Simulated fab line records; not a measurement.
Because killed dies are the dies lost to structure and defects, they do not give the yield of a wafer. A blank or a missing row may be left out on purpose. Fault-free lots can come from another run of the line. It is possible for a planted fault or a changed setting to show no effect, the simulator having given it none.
What tool caused it? / flow sky130 / 14 lots, 42 wafers sampled, at 3 steps of a route of 708

## WHAT THE GAUGES SHOWED, per wafer
SKY_METAL1_OVL_MEAS_16.
lot=L278; measured=day 33 03:56; on=overlay-01; METAL1_OVL (nm)=7 6 8
lot=L286; measured=day 35 11:36; on=overlay-01; METAL1_OVL (nm)=-13 -8 -6
lot=L292; measured=day 36 22:53; on=overlay-01; METAL1_OVL (nm)=6 1 3
lot=L289; measured=day 37 03:33; on=overlay-01; METAL1_OVL (nm)=-3 -1 -9
lot=L293; measured=day 37 17:05; on=overlay-02; METAL1_OVL (nm)=11 9 14
lot=L294; measured=day 37 22:23; on=overlay-02; METAL1_OVL (nm)=1 10 9
lot=L295; measured=day 38 09:29; on=overlay-01; METAL1_OVL (nm)=-1 0 -1
lot=L296; measured=day 38 14:50; on=overlay-02; METAL1_OVL (nm)=-4 4 3
lot=L299; measured=day 39 09:38; on=overlay-02; METAL1_OVL (nm)=1 0 4
lot=L300; measured=day 39 18:49; on=overlay-02; METAL1_OVL (nm)=-1 4 -4
lot=L301; measured=day 39 20:20; on=overlay-02; METAL1_OVL (nm)=6 4 4

## WHICH TOOL RAN EACH LOT (tool, then ch and the chambers of the sampled wafers, then the start)
lot=L278; SKY_CONTACT_CVD_24=cvd-w-02 ch 0,1, day 31 23:38; SKY_CONTACT_CMP_27=cmp-01 ch 0,1, day 31 23:53
lot=L283; SKY_CONTACT_CVD_24=cvd-w-01 ch 0,1, day 33 07:30; SKY_CONTACT_CMP_27=cmp-01 ch 0,3, day 33 07:50
lot=L285; SKY_CONTACT_CVD_24=cvd-w-02 ch 0, day 33 20:20; SKY_CONTACT_CMP_27=cmp-02 ch 1,2, day 33 20:38
lot=L284; SKY_CONTACT_CVD_24=cvd-w-01 ch 0,1, day 33 21:39; SKY_CONTACT_CMP_27=cmp-01 ch 1,2,3, day 33 22:02
lot=L286; SKY_CONTACT_CVD_24=cvd-w-01 ch 0,1, day 34 08:17; SKY_CONTACT_CMP_27=cmp-02 ch 1,2, day 34 08:32
lot=L292; SKY_CONTACT_CVD_24=cvd-w-02 ch 0,1, day 35 20:06; SKY_CONTACT_CMP_27=cmp-02 ch 1,3, day 35 20:26
lot=L289; SKY_CONTACT_CVD_24=cvd-w-01 ch 0,1, day 36 00:48; SKY_CONTACT_CMP_27=cmp-02 ch 0,1,3, day 36 01:05
lot=L293; SKY_CONTACT_CVD_24=cvd-w-02 ch 0,1, day 36 15:34; SKY_CONTACT_CMP_27=cmp-01 ch 1,2,3, day 36 15:58
lot=L294; SKY_CONTACT_CVD_24=cvd-w-02 ch 0,1, day 36 20:10; SKY_CONTACT_CMP_27=cmp-01 ch 0,1,3, day 36 20:27
lot=L295; SKY_CONTACT_CVD_24=cvd-w-02 ch 1, day 37 06:14; SKY_CONTACT_CMP_27=cmp-01 ch 2,3, day 37 06:52
lot=L296; SKY_CONTACT_CVD_24=cvd-w-02 ch 1, day 37 12:01; SKY_CONTACT_CMP_27=cmp-02 ch 0,1,2, day 37 12:25
lot=L299; SKY_CONTACT_CVD_24=cvd-w-02 ch 0,1, day 38 07:38; SKY_CONTACT_CMP_27=cmp-01 ch 0,1,2, day 38 08:02
lot=L300; SKY_CONTACT_CVD_24=cvd-w-02 ch 0,1, day 38 16:03; SKY_CONTACT_CMP_27=cmp-01 ch 1,2, day 38 16:21
lot=L301; SKY_CONTACT_CVD_24=cvd-w-02 ch 0,1, day 38 17:51; SKY_CONTACT_CMP_27=cmp-02 ch 0,3, day 38 18:08
- SKY_CONTACT_CVD_24: deposits W, target thk 340 nm, time 102.12 s.
- SKY_CONTACT_CMP_27: polishes, stops on SiO2, t overpolish 15 s, target thk 0 nm.

## AS READ BY THE TOOLS THEMSELVES (means over the sampled wafers that have a number; for cases with no such wafer, the mark the record gives instead)
SKY_CONTACT_CVD_24.
lot=L278; tool=cvd-w-02; heater-power-w (W)=961
lot=L283; tool=cvd-w-01; heater-power-w (W)=1036
lot=L285; tool=cvd-w-02; heater-power-w (W)=908
lot=L284; tool=cvd-w-01; heater-power-w (W)=1044
lot=L286; tool=cvd-w-01; heater-power-w (W)=1038
lot=L292; tool=cvd-w-02; heater-power-w (W)=953
lot=L289; tool=cvd-w-01; heater-power-w (W)=1035
lot=L293; tool=cvd-w-02; heater-power-w (W)=942
lot=L294; tool=cvd-w-02; heater-power-w (W)=933
lot=L295; tool=cvd-w-02; heater-power-w (W)=1001
lot=L296; tool=cvd-w-02; heater-power-w (W)=993
lot=L299; tool=cvd-w-02; heater-power-w (W)=971
lot=L300; tool=cvd-w-02; heater-power-w (W)=970
lot=L301; tool=cvd-w-02; heater-power-w (W)=953

SKY_CONTACT_CMP_27.
lot=L278; tool=cmp-01; edge-zone-pressure-frac=1.000; head-pressure-psi (psi)=3.497; motor-current-A (A)=10.5; overpolish-run-s (s)=14.997; time-to-endpoint-s (s)=83.7
lot=L283; tool=cmp-01; edge-zone-pressure-frac=-; head-pressure-psi (psi)=-; motor-current-A (A)=-; overpolish-run-s (s)=-; time-to-endpoint-s (s)=-
lot=L285; tool=cmp-02; edge-zone-pressure-frac=-; head-pressure-psi (psi)=-; motor-current-A (A)=-; overpolish-run-s (s)=-; time-to-endpoint-s (s)=-
lot=L284; tool=cmp-01; edge-zone-pressure-frac=-; head-pressure-psi (psi)=-; motor-current-A (A)=-; overpolish-run-s (s)=-; time-to-endpoint-s (s)=-
lot=L286; tool=cmp-02; edge-zone-pressure-frac=0.999; head-pressure-psi (psi)=3.491; motor-current-A (A)=10.6; overpolish-run-s (s)=15.003; time-to-endpoint-s (s)=83.0
lot=L292; tool=cmp-02; edge-zone-pressure-frac=0.999; head-pressure-psi (psi)=3.501; motor-current-A (A)=10.5; overpolish-run-s (s)=15.000; time-to-endpoint-s (s)=79.7
lot=L289; tool=cmp-02; edge-zone-pressure-frac=1.001; head-pressure-psi (psi)=3.493; motor-current-A (A)=10.1; overpolish-run-s (s)=15.001; time-to-endpoint-s (s)=81.4
lot=L293; tool=cmp-01; edge-zone-pressure-frac=1.002; head-pressure-psi (psi)=3.495; motor-current-A (A)=10.2; overpolish-run-s (s)=15.001; time-to-endpoint-s (s)=87.4
lot=L294; tool=cmp-01; edge-zone-pressure-frac=0.999; head-pressure-psi (psi)=3.492; motor-current-A (A)=10.5; overpolish-run-s (s)=15.000; time-to-endpoint-s (s)=85.1
lot=L295; tool=cmp-01; edge-zone-pressure-frac=1.001; head-pressure-psi (psi)=3.497; motor-current-A (A)=11.1; overpolish-run-s (s)=14.998; time-to-endpoint-s (s)=80.8
lot=L296; tool=cmp-02; edge-zone-pressure-frac=1.002; head-pressure-psi (psi)=3.493; motor-current-A (A)=10.4; overpolish-run-s (s)=14.998; time-to-endpoint-s (s)=82.1
lot=L299; tool=cmp-01; edge-zone-pressure-frac=0.998; head-pressure-psi (psi)=3.498; motor-current-A (A)=10.4; overpolish-run-s (s)=15.005; time-to-endpoint-s (s)=80.6
lot=L300; tool=cmp-01; edge-zone-pressure-frac=0.999; head-pressure-psi (psi)=3.497; motor-current-A (A)=10.0; overpolish-run-s (s)=14.997; time-to-endpoint-s (s)=82.1
lot=L301; tool=cmp-02; edge-zone-pressure-frac=1.000; head-pressure-psi (psi)=3.506; motor-current-A (A)=10.0; overpolish-run-s (s)=15.000; time-to-endpoint-s (s)=81.0

## THE ANSWER, worked out from the rows above alone
Rule: what is usual is taken from the lots themselves. The widest of any qualifying gaps counts: lots, ordered by their means at a reading, are off when they make up no more than a third of the lots, leave a main group of 4 or more, and stand apart from it by 3 or more times the standard deviation of that group's means. The tables above print the reading to a certain number of digits; a main group whose means all agree to those digits is not used. A lot without any number at a reading at which 4 lots or more have one is off too. All remaining lots with rows at the step are treated as sound. First the gauges in route order, then the tools' own readings, where a lot's mean is used as printed above. The first step at which some lot is off is used, and at that step the reading that is off furthest; a lot without a number counts as furthest.
Off: L283, L285, L284, at SKY_CONTACT_CMP_27 (edge-zone-pressure-frac). Without a number there: L283, L285, L284. For the main group the mean is 1.000 and the standard deviation 0.0013.
If a tool, at that step or one of the process steps before it, ran each lot that is off and ran no sound lot following the first of them, it fits. Of those tried, none fits.

## WHAT THE SIMULATOR HAD PUT IN
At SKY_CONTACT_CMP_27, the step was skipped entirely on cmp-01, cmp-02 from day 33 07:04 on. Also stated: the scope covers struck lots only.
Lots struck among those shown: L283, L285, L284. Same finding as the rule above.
